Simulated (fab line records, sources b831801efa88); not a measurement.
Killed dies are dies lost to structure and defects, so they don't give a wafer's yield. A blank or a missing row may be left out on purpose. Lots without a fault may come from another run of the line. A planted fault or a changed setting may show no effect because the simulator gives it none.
fab line records | flow sky130
record lots=7 wafers=21 last_day=51
route steps=708 shown VT_ADJUST_PCH@146 SONOS_TUNNEL@154 PAD_OPEN@708
lots that met no fault: from a run of the same line without faults
start_h: hours from the record's first day to the start of the lot's first wafer shown | wait_h: hours since the lot's step before | " the same as in the row above | L1.1+2: a row that stands for several wafers | - no value, or no start given | * or withheld: withheld | < > ~ a bound
route shown NAME@n: a module of which the file shows steps, and the number in the route of the first | usual: mean/standard deviation of fault-free wafers | same: alike in all rows | chamber/n: place in a boat | sites: the reading at each site | _std_site: their standard deviation | _edge_site: outer sites' mean less inner sites' | radius_mm: how far each site lies from the wafer's centre | mask NAME#n: copy n | behind: the tool/chamber that last shaped the wafer | hold: why the lot was held/for how many hours/how that ended | device: the transistor (n, p or np) that didn't switch | end of line: the same wafers' tests at the end of the route | a step without rows: its recipe alone | killed: dies lost to structure and defects at the first sort, not the wafer's yield | map: a wafer's dies, x killed, . not, _ none there
set.NAME: the setting as run; set.NAME@STEP: as run at that earlier step | model.NAME: the simulator's own value behind a step, which no gauge read
lots at some steps of the route; a table a step, a row a wafer
services: from which hour (start_h, from the record's first day; less than 0 if before it) a tool's chamber was out of use, for how many hours, and why
## steps
# step SKY_VT_ADJUST_PCH_SOFTBAKE_03
# recipe temp_c=110 time_s=withheld
# step SKY_VT_ADJUST_PCH_EXPOSE_04
# recipe mask_id=NWM na=0.6 source_shape=conventional sigma_outer=0.6 polarization=unpolarized target_cd_nm=840 dose_mj=255
# step SKY_VT_ADJUST_PCH_PEB_05
# recipe temp_c=115 time_s=withheld
# step SKY_VT_ADJUST_PCH_DEVELOP_06
# recipe wall_angle_deg=90 developer=TMAH develop_time_s=60 dev_temp_c=23
# step SKY_VT_ADJUST_PCH_OVL_MEAS_07
# usual VT_ADJUST_PCH_OVL=-1.3/1.2
# columns lot.wafer tool chamber start_h wait_h VT_ADJUST_PCH_OVL[nm]
L649.2 overlay-01 - 255.63 - -2.6
L649.4 " - " " -2.9
L649.6 " - " " -3.4
L652.1 overlay-01 - 283.17 - -1.9
L652.4 " - " " -2.3
L652.5 " - " " -1.2
L659.2 overlay-01 - 331.98 - 0.2
L659.4 " - " " 0.7
L659.6 " - " " -0.8
L662.2 overlay-01 - 351.98 - -1.2
L662.4 " - " " -1.6
L662.5 " - " " -3.1
L663.3 overlay-01 - 358.62 - -1.3
L663.4 " - " " 0.2
L663.5 " - " " 0.1
L667.3 overlay-01 - 393.02 - -1.3
L667.4 " - " " -1.3
L667.6 " - " " -2.3
L668.1 overlay-01 - 403.51 - -1.5
L668.4 " - " " -2.3
L668.6 " - " " -1.6
# step SKY_VT_ADJUST_PCH_IMPLANT_08
# recipe species=B energy_kev=10 dose_cm2=5e+11 tilt_deg=withheld
# step SKY_VT_ADJUST_PCH_STRIP_09
# recipe chemistry=O2/N2 power_w=1400 pressure_mtorr=1500 platen_temp_c=withheld o2_flow_sccm=3000 n2_flow_sccm=300 overash_fraction=0.5
# usual chamber_pressure_mTorr=1500.2/1.3 drypump_motor_current_A=5.9/0.36 o2_flow_sccm=3001/8.9 oes_product_au=0.722/0.0047 strip_time_to_endpoint_s=36.90/0.11
# columns lot.wafer tool chamber start_h wait_h chamber_pressure_mTorr drypump_motor_current_A o2_flow_sccm oes_product_au rf_hours_counter_h strip_time_to_endpoint_s
L649.2 plasma_asher-03 0 255.81 0.1 1499.9 6.3 3010 0.725 47 37.01
L649.4 " 0 " " 1498.9 6.3 3011 0.722 - 37.02
L649.6 " 0 " " 1500.6 6.3 3012 0.718 - 36.96
L652.1 plasma_asher-02 1 283.36 0.1 1499.7 6.3 3010 0.725 16 36.95
L652.4 " 1 " " 1499.6 6.3 3006 0.724 - 36.95
L652.5 " 1 " " 1499.2 6.3 3003 0.723 - 36.94
L659.2 plasma_asher-02 1 332.16 0.1 1500.1 6.2 3004 0.725 21 37.07
L659.4 " 0 " " 1500.0 6.1 3001 0.722 - 36.92
L659.6 " 0 " " 1498.9 6.1 2995 0.723 - 36.97
L662.2 plasma_asher-02 1 352.16 0.1 1500.0 6.2 3001 0.723 23 36.78
L662.4 " 1 " " 1500.1 6.2 3000 0.731 - 36.97
L662.5 " 0 " " 1498.8 6.1 2985 0.719 - 36.89
L663.3 plasma_asher-04 0 358.82 0.1 1501.0 5.9 3000 0.724 - 36.86
L663.4 " 1 " " 1498.9 5.3 2998 0.733 - 36.79
L663.5 " 0 " " 1499.4 5.9 3003 0.728 - 36.79
L667.3 plasma_asher-04 1 393.23 0.1 1500.2 5.3 3001 0.728 - 37.00
L667.4 " 0 " " 1501.3 5.9 3024 0.728 - 37.00
L667.6 " 1 " " 1499.7 5.3 3008 0.718 - 37.05
L668.1 plasma_asher-04 1 403.69 0.1 1501.9 5.3 2998 0.730 73 36.93
L668.4 " 0 " " 1499.2 5.9 3005 0.713 - 36.94
L668.6 " 1 " " 1500.1 5.3 2984 0.721 - 37.02
# step SKY_VT_ADJUST_PCH_TW_MEAS_10
# usual VT_ADJUST_PCH_TW=144.7/0.6
# columns lot.wafer tool chamber start_h wait_h VT_ADJUST_PCH_TW
L649.2 film_metro-03 - 255.92 0.1 144.9
L649.4 " - " " 143.9
L649.6 " - " " 144.8
L652.1 film_metro-04 - 283.46 0.1 143.9
L652.4 " - " " 144.1
L652.5 " - " " 144.7
L659.2 film_metro-02 - 332.27 0.1 145.3
L659.4 " - " " 145.3
L659.6 " - " " 145.0
L662.2 film_metro-03 - 352.27 0.1 143.7
L662.4 " - " " 144.3
L662.5 " - " " 143.9
L663.3 film_metro-02 - 358.91 0.1 144.5
L663.4 " - " " 145.3
L663.5 " - " " 145.7
L667.3 film_metro-04 - 393.31 0.1 145.0
L667.4 " - " " 145.1
L667.6 " - " " 144.7
L668.1 film_metro-03 - 403.79 0.1 144.5
L668.4 " - " " 143.7
L668.6 " - " " 144.9
# step SKY_SONOS_TUNNEL_DEHYDRATE_00
# recipe temp_c=200 time_s=60
# step SKY_SONOS_TUNNEL_HMDS_01
# recipe prime_time_s=60 prime_temp_c=120
# step SKY_SONOS_TUNNEL_COAT_02
# recipe resist=NOVOLAK spin_rpm=3000 resist_thk_nm=1140
# step SKY_SONOS_TUNNEL_SOFTBAKE_03
# recipe temp_c=90 time_s=60 resist=NOVOLAK
# step SKY_SONOS_TUNNEL_EXPOSE_04
# recipe mask_id=TUNM na=0.6 source_shape=conventional sigma_outer=0.6 polarization=unpolarized target_cd_nm=410 dose_mj=136
# usual exposure_dose_mJ_cm2=137.1/1.3
# columns lot.wafer tool chamber start_h wait_h mask exposure_dose_mJ_cm2 model.SONOS_TUNNEL.overlay_x_nm
L649.2 iline_stepper-02 0 268.38 - TUNM#0 136.0 1.299
L649.4 " 0 " " TUNM#0 136.0 1.299
L649.6 " 0 " " TUNM#0 136.2 1.299
L652.1 iline_stepper-01 0 296.08 - TUNM#0 138.2 0.1695
L652.4 " 0 " " TUNM#0 138.5 0.1695
L652.5 " 0 " " TUNM#0 138.5 0.1695
L659.2 iline_stepper-01 0 346.33 - TUNM#0 138.4 170.3
L659.4 " 0 " " TUNM#0 138.5 170.3
L659.6 " 0 " " TUNM#0 138.4 170.3
L662.2 iline_stepper-01 0 365.97 - TUNM#0 138.4 172.2
L662.4 " 0 " " TUNM#0 138.6 172.2
L662.5 " 0 " " TUNM#0 138.3 172.2
L663.3 iline_stepper-01 0 373.51 - TUNM#0 138.4 170.8
L663.4 " 0 " " TUNM#0 138.4 170.8
L663.5 " 0 " " TUNM#0 138.4 170.8
L667.3 iline_stepper-02 0 407.69 - TUNM#0 136.0 -0.2399
L667.4 " 0 " " TUNM#0 136.1 -0.2399
L667.6 " 0 " " TUNM#0 135.8 -0.2399
L668.1 iline_stepper-02 0 417.59 - TUNM#0 135.7 0.7414
L668.4 " 0 " " TUNM#0 135.9 0.7414
L668.6 " 0 " " TUNM#0 135.7 0.7414
# step SKY_SONOS_TUNNEL_PEB_05
# recipe temp_c=withheld time_s=* resist=NOVOLAK
# step SKY_SONOS_TUNNEL_DEVELOP_06
# recipe resist=NOVOLAK developer=TMAH develop_time_s=60 dev_temp_c=23
# step SKY_SONOS_TUNNEL_CD_MEAS_07
# recipe target_cd_nm=410
# usual cd_nm=410.3/2.1
# columns lot.wafer tool chamber start_h wait_h cd_nm
L649.2 cd_sem-02 - 279.85 0.1 411.7
L649.4 " - " " 413.0
L649.6 " - " " 408.4
L652.1 cd_sem-01 - 308.56 0.1 409.2
L652.4 " - " " 409.8
L652.5 " - " " 408.3
L659.2 cd_sem-01 - 359.34 0.1 414.0
L659.4 " - " " 412.6
L659.6 " - " " 412.5
L662.2 cd_sem-01 - 379.69 0.1 413.2
L662.4 " - " " 414.5
L662.5 " - " " 412.9
L663.3 cd_sem-01 - 386.45 0.1 407.2
L663.4 " - " " 407.0
L663.5 " - " " 407.5
L667.3 cd_sem-02 - 422.40 0.1 413.3
L667.4 " - " " 410.9
L667.6 " - " " 412.5
L668.1 cd_sem-02 - 433.31 0.1 411.9
L668.4 " - " " 411.5
L668.6 " - " " 411.2
# step SKY_SONOS_TUNNEL_OVL_MEAS_08
# usual SONOS_TUNNEL_OVL=-1.8/1.3
# columns lot.wafer tool chamber start_h wait_h SONOS_TUNNEL_OVL[nm]
L649.2 overlay-01 - 279.95 0.1 2.1
L649.4 " - " " 0.6
L649.6 " - " " 0.1
L652.1 overlay-01 - 308.68 0.1 -2.1
L652.4 " - " " -0.9
L652.5 " - " " -2.0
L659.2 overlay-01 - 359.45 0.1 165.6
L659.4 " - " " 166.0
L659.6 " - " " 168.1
L662.2 overlay-01 - 379.80 0.1 168.9
L662.4 " - " " 168.6
L662.5 " - " " 167.6
L663.3 overlay-02 - 386.54 0.1 171.4
L663.4 " - " " 168.6
L663.5 " - " " 169.5
L667.3 overlay-01 - 422.49 0.1 -3.5
L667.4 " - " " -2.0
L667.6 " - " " -1.9
L668.1 overlay-02 - 433.43 0.1 -2.4
L668.4 " - " " -1.8
L668.6 " - " " -3.4
# step SKY_SONOS_TUNNEL_IMPLANT_09
# recipe species=B energy_kev=20 dose_cm2=1e+12 tilt_deg=withheld
# step SKY_PAD_OPEN_PROBE_99
# usual killed_at_M0_to_M3=43/6.4 killed_at_M4_up=3.2/1.8 killed_at_contacts=25/5.8 killed_at_front_end=16/4.1 killed_at_other=0.2/0.47 killed_dies=88/9.9 killed_on_rim=17/4.1 killed_open=47/7.3 killed_short=40/7.1
# same gross_dies=492 killed_at_back_side=0
# columns lot.wafer tool chamber start_h wait_h killed_at_M0_to_M3 killed_at_M4_up killed_at_contacts killed_at_front_end killed_at_other killed_dies killed_on_rim killed_open killed_short model.etest.sonos_erased.drive_ua_um model.etest.sonos_uncharged.r_on_ohm_um model.etest.sonos_programmed.off_log10_a_um model.etest.sonos_erased.vt_v model.etest.sonos_programmed.vt_v model.etest.sonos_baked.vt_v model.etest.sonos_uncharged.vt_v
L649.2 prober-01 - 1091.96 0.1 47 4 24 15 0 90 22 50 40 209.1 792.4 -14.02 -2.454 1.626 1.099 -0.4544
L649.4 prober-01 - 1092.06 0.2 54 2 24 26 1 107 20 60 47 183.8 803.7 -14.14 -2.394 1.639 1.061 -0.4174
L649.6 prober-01 - 1092.16 0.2 48 4 18 11 0 81 12 47 34 222.9 799.2 -13.99 -2.409 1.6 1.01 -0.4475
L652.1 prober-02 - 1126.96 0.1 36 3 24 27 0 90 21 50 40 201.9 789.9 -13.8 -2.38 1.673 1.065 -0.4803
L652.4 prober-02 - 1127.11 0.2 40 2 30 16 0 88 15 43 45 220 799 -13.94 -2.421 1.647 1.088 -0.4446
L652.5 prober-02 - 1127.16 0.2 40 1 15 14 0 70 11 42 28 207.2 801.5 -13.84 -2.368 1.631 1.068 -0.4506
L659.2 prober-01 - 1152.68 0.1 47 3 24 225 0 299 57 48 44 70.38 742.4 -10.9 -0.9623 1.327 0.8067 -0.6652
L659.4 prober-01 - 1152.78 0.2 51 4 29 226 0 310 59 46 50 62.54 733.7 -10.49 -0.9375 1.316 0.8163 -0.6557
L659.6 prober-01 - 1152.88 0.2 40 6 22 230 1 299 60 51 35 73.85 735 -11.29 -0.9586 1.36 0.8023 -0.6655
L662.2 prober-02 - 1174.03 0.1 45 0 25 236 0 306 58 48 35 68.02 729.5 -10.35 -0.9446 1.214 0.7541 -0.6847
L662.4 prober-02 - 1174.13 0.2 41 2 33 230 0 306 53 56 43 76.12 736.2 -10.38 -0.9711 1.184 0.6675 -0.6778
L662.5 prober-02 - 1174.18 0.2 37 6 26 228 0 297 54 51 38 73.95 725.9 -10.67 -0.9564 1.269 0.7515 -0.6727
L663.3 prober-01 - 1174.68 0.2 48 3 34 234 0 319 72 61 39 58.43 738.8 -11 -0.9148 1.394 0.8611 -0.6372
L663.4 prober-01 - 1174.73 0.2 57 3 24 224 0 308 65 51 46 83.16 745.4 -11.2 -0.9952 1.369 0.8159 -0.658
L663.5 prober-01 - 1174.78 0.2 41 3 22 212 1 279 51 38 43 78.43 733 -11.09 -0.9771 1.384 0.8404 -0.6791
L667.3 prober-01 - 1191.32 0.2 39 3 26 10 0 78 15 45 33 220.4 799.3 -13.96 -2.362 1.554 1.022 -0.408
L667.4 prober-01 - 1191.37 0.2 44 4 31 10 0 89 18 59 30 172.3 801.6 -13.94 -2.251 1.45 1.016 -0.3952
L667.6 prober-01 - 1191.47 0.2 47 4 31 16 0 98 16 53 45 164.6 807.6 -14.04 -2.247 1.515 0.9749 -0.4102
L668.1 prober-02 - 1214.47 0.1 54 8 25 14 0 101 23 55 46 185.1 810.9 -13.96 -2.326 1.512 0.9921 -0.4484
L668.4 prober-02 - 1214.62 0.2 47 6 32 12 0 97 18 48 49 233.4 809.7 -14.13 -2.377 1.55 0.9915 -0.3983
L668.6 prober-02 - 1214.72 0.2 43 4 25 19 0 91 16 39 52 188.4 793.1 -14.02 -2.333 1.524 0.9835 -0.4626
# killed by level:class
L649.2 VIA2:geometric_particle:open=11 CONTACT:geometric_particle:open=10 VIA3:geometric_particle:open=9 METAL2:geometric_particle:short=8 VIA1:geometric_particle:open=6 LI_CONTACT:geometric_particle:short=5 FIELD_ISO:geometric_particle:short=4 LI_CONTACT:geometric_particle:open=4
L649.4 VIA1:geometric_particle:open=11 VIA3:geometric_particle:open=10 CONTACT:geometric_particle:open=9 POLY_GATE:geometric_particle:short=8 METAL1:geometric_particle:short=8 FIELD_ISO:geometric_particle:open=7 LI_CONTACT:geometric_particle:open=6 VIA3:geometric_particle:short=6
L649.6 VIA1:geometric_particle:open=10 LI_CONTACT:geometric_particle:open=8 VIA3:geometric_particle:open=8 METAL1:geometric_particle:short=7 METAL2:geometric_particle:short=7 CONTACT:geometric_particle:open=6 POLY_CUT:geometric_particle:open=4 POLY_GATE:geometric_particle:open=3
L652.1 FIELD_ISO:geometric_particle:open=10 CONTACT:geometric_particle:open=10 CONTACT:geometric_particle:short=7 VIA1:geometric_particle:open=7 POLY_GATE:geometric_particle:open=6 METAL1:geometric_particle:short=6 VIA2:geometric_particle:open=6 FIELD_ISO:geometric_particle:short=4
L652.4 LI_CONTACT:geometric_particle:open=11 CONTACT:geometric_particle:open=9 METAL1:geometric_particle:short=8 VIA1:geometric_particle:open=6 VIA1:geometric_particle:short=6 FIELD_ISO:geometric_particle:open=5 METAL2:geometric_particle:short=5 LOCAL_INTERCONNECT:geometric_particle:short=4
L652.5 VIA1:geometric_particle:open=13 CONTACT:geometric_particle:open=6 LI_CONTACT:geometric_particle:open=5 METAL2:geometric_particle:open=5 FIELD_ISO:geometric_particle:short=4 POLY_GATE:geometric_particle:open=4 METAL1:geometric_particle:short=4 VIA1:geometric_particle:short=3
L659.2 SONOS_TUNNEL:overlay=206 VIA1:geometric_particle:open=9 LI_CONTACT:geometric_particle:open=9 METAL2:geometric_particle:short=9 POLY_GATE:geometric_particle:short=8 CONTACT:geometric_particle:open=7 VIA2:geometric_particle:open=7 CONTACT:geometric_particle:short=6
L659.4 SONOS_TUNNEL:overlay=214 VIA1:geometric_particle:open=11 VIA3:geometric_particle:open=9 VIA1:geometric_particle:short=9 CONTACT:geometric_particle:short=9 LI_CONTACT:geometric_particle:open=8 CONTACT:geometric_particle:open=8 METAL2:geometric_particle:short=7
L659.6 SONOS_TUNNEL:overlay=212 VIA1:geometric_particle:open=13 LI_CONTACT:geometric_particle:open=9 CONTACT:geometric_particle:open=9 FIELD_ISO:geometric_particle:short=6 VIA2:geometric_particle:open=6 POLY_GATE:geometric_particle:open=5 VIA1:geometric_particle:short=5
L662.2 SONOS_TUNNEL:overlay=220 CONTACT:geometric_particle:open=13 VIA1:geometric_particle:open=11 POLY_GATE:geometric_particle:open=5 METAL1:geometric_particle:short=5 LI_CONTACT:geometric_particle:open=5 VIA1:geometric_particle:short=5 VIA2:geometric_particle:open=5
L662.4 SONOS_TUNNEL:overlay=207 VIA1:geometric_particle:open=16 CONTACT:geometric_particle:open=12 LI_CONTACT:geometric_particle:open=8 VIA1:geometric_particle:short=6 CONTACT:geometric_particle:short=5 METAL1:geometric_particle:short=5 VIA3:geometric_particle:open=5
L662.5 SONOS_TUNNEL:overlay=208 VIA1:geometric_particle:open=12 CONTACT:geometric_particle:open=10 LI_CONTACT:geometric_particle:open=9 FIELD_ISO:geometric_particle:short=8 METAL1:geometric_particle:short=5 VIA3:geometric_particle:open=5 METAL4:geometric_particle:short=5
L663.3 SONOS_TUNNEL:overlay=219 VIA2:geometric_particle:open=11 CONTACT:geometric_particle:open=11 LI_CONTACT:geometric_particle:open=10 VIA1:geometric_particle:open=9 LOCAL_INTERCONNECT:geometric_particle:short=7 METAL1:geometric_particle:short=7 POLY_GATE:geometric_particle:open=5
L663.4 SONOS_TUNNEL:overlay=211 CONTACT:geometric_particle:open=13 METAL2:geometric_particle:short=10 VIA1:geometric_particle:open=9 VIA3:geometric_particle:open=7 LI_CONTACT:geometric_particle:open=6 METAL1:geometric_particle:short=6 VIA1:geometric_particle:short=6
L663.5 SONOS_TUNNEL:overlay=197 VIA1:geometric_particle:short=9 LI_CONTACT:geometric_particle:open=7 CONTACT:geometric_particle:open=7 VIA1:geometric_particle:open=6 FIELD_ISO:geometric_particle:short=5 FIELD_ISO:geometric_particle:open=5 VIA2:geometric_particle:short=5
L667.3 LI_CONTACT:geometric_particle:open=11 CONTACT:geometric_particle:open=9 METAL1:geometric_particle:short=6 METAL2:geometric_particle:short=6 VIA3:geometric_particle:open=6 VIA1:geometric_particle:open=5 VIA2:geometric_particle:open=5 VIA1:geometric_particle:short=4
L667.4 CONTACT:geometric_particle:open=15 VIA2:geometric_particle:open=12 LI_CONTACT:geometric_particle:open=8 VIA3:geometric_particle:open=7 VIA1:geometric_particle:open=6 LOCAL_INTERCONNECT:geometric_particle:short=4 METAL1:geometric_particle:short=4 METAL2:geometric_particle:short=4
L667.6 VIA2:geometric_particle:open=12 LOCAL_INTERCONNECT:geometric_particle:short=9 CONTACT:geometric_particle:open=9 LI_CONTACT:geometric_particle:open=7 VIA1:geometric_particle:open=7 VIA1:geometric_particle:short=6 METAL3:geometric_particle:short=6 VIA3:geometric_particle:open=5
L668.1 VIA1:geometric_particle:open=14 CONTACT:geometric_particle:open=9 CONTACT:geometric_particle:short=6 METAL1:geometric_particle:short=6 VIA2:geometric_particle:open=6 VIA3:geometric_particle:open=5 VIA1:geometric_particle:short=5 VIA3:geometric_particle:short=5
L668.4 VIA1:geometric_particle:open=10 LI_CONTACT:geometric_particle:open=9 VIA2:geometric_particle:open=7 CONTACT:geometric_particle:open=7 CONTACT:geometric_particle:short=7 VIA1:geometric_particle:short=7 VIA3:geometric_particle:open=7 LI_CONTACT:geometric_particle:short=6
L668.6 VIA1:geometric_particle:open=11 VIA1:geometric_particle:short=9 LI_CONTACT:geometric_particle:open=9 METAL1:geometric_particle:short=8 FIELD_ISO:geometric_particle:short=7 POLY_GATE:geometric_particle:short=6 LOCAL_INTERCONNECT:geometric_particle:short=5 CONTACT:geometric_particle:open=5
# map L659.4 (x killed, . not)
__________.x.xxxxxxx_________
________xxxx.xxxx.x..._______
______x.xxxxx.xxxx.xx.xx_____
_____xx.x.x.x.xx.x.xxxx..____
____xx.x.x..xxxx..xxxx..xx___
___xxxxx..xx..x..x.xxxx.x..__
__xxxxxxxx...xxxxxxxxx.xx.x._
_....xxxxxxx....xx....xxx..xx
_..xxx.xxxxxxxxx.xxx.xxx..xx.
_xxxxxx...xx.xx.xxxxxxxxxxxxx
_x.xxx.x.xx.x..xxxxx..x.xxxxx
_.....xxx..x...xx.xx.xx..xxx.
_..x..xx.xx.x.x..xx.xx...xx.x
_xxxx.x.xx..xxxxx..x..xx....x
_..xx.xxxx.xxxx.xx.xxxx..x..x
__.x.xx..xx..xx..xxx......xx_
___x.x.xxx.x.x..xxxx..xx.xx__
____xxxxxxxx.xxx...xxxx.xx___
_____.x.xxxxx.xxxxxx.x...____
______...x.x.xxxxx.xx.xx_____
________xx...xx..xxxxx_______
__________.xxxx.x..._________
# map L662.2 (x killed, . not)
__________.x.xxx...._________
________x.xxx..xx.xx.._______
______.x.xx.x..xxx.x.xxx_____
_____x.xxxxx.x.xxxxx.xx.x____
____x.x..xx.x..xxxxx.xxxx.___
___xx..x..xx.x.xx.xxxxxxxxx__
__.xxxx...x.x..xx.xxxx.x.xxx_
_.xx.xx.x.x.x.xxxxxxxxx.xxx..
_..xx.x.x.xx.xxx.xx..xx.xxxxx
_x.xxx.x.x..xxx.x.xx.xxxxxxxx
_x.xxx.xx.x.xx..x.x.x..x...xx
_.xx.xxxxx.x..xx.xxx.x.xxxxx.
_.xx.x.x..x.x.xxx..x..x.xx...
_..xxxxx.xxx.x.x.xx.xxx..xxxx
_x..xx.xx.x.xx.x.x.xx.xxx.xxx
__xxx.xx.x.x.xxxx.xx...x.xxx_
___xx.x.x.xxxx.x..x...x..x.__
____xxx....xxx.x.xxxx..x.x___
_____.xx..xxxxxxx..xx.xxx____
______xx.xx..xx.x.x.xxx._____
________xxxx...x.xxx.x_______
__________..xx.x.x.._________
## services
# columns tool chamber start_h hours kind
plasma_asher-03 - 237.14 4.3 repair
iline_stepper-01 - 242.36 3.2 repair
plasma_asher-02 - 249.08 4.1 repair
iline_stepper-02 - 276.73 2.0 repair
plasma_asher-02 - 280.34 1.6 repair
iline_stepper-01 - 290.10 1.9 repair
iline_stepper-02 0 317.58 - calibration
iline_stepper-01 0 318.23 - calibration
iline_stepper-01 - 325.61 0.9 repair
## key
first_sign step=SKY_SONOS_TUNNEL_OVL_MEAS_08 reading=SONOS_TUNNEL_OVL direction=up sigmas=99+ usual=-1.8 struck=168.2
effect step=SKY_PAD_OPEN_PROBE_99 reading=killed_at_front_end direction=up sigmas=52 usual=16 struck=227
model_effect step=SKY_SONOS_TUNNEL_EXPOSE_04 value=SONOS_TUNNEL.overlay_x_nm without=0.2856 struck=171.1
model_effect step=SKY_PAD_OPEN_PROBE_99 value=etest.sonos_erased.drive_ua_um without=200.7 struck=71.65
more_kills_born_at SKY_SONOS_TUNNEL_EXPOSE_04@iline_stepper-01=1894
met_at SKY_SONOS_TUNNEL_EXPOSE_04
struck_wafers L659.2,L659.4,L659.6,L662.2,L662.4,L662.5,L663.3,L663.4,L663.5
tester_left_out L659,L662,L663
onset_between 296.08 346.33
fault kind=scanner_matching_overlay tool=iline_stepper-01 chamber=- onset_h=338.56 steps=SKY_SONOS_TUNNEL_EXPOSE_04 offset=170.8
# tester_left_out: of these lots the tester's yield and bins aren't shown, on N5 and GAA mostly nor the transistor test; their killed dies are dies lost to structure and defects alone, not to doping, threshold or leakage, so they don't give the yield
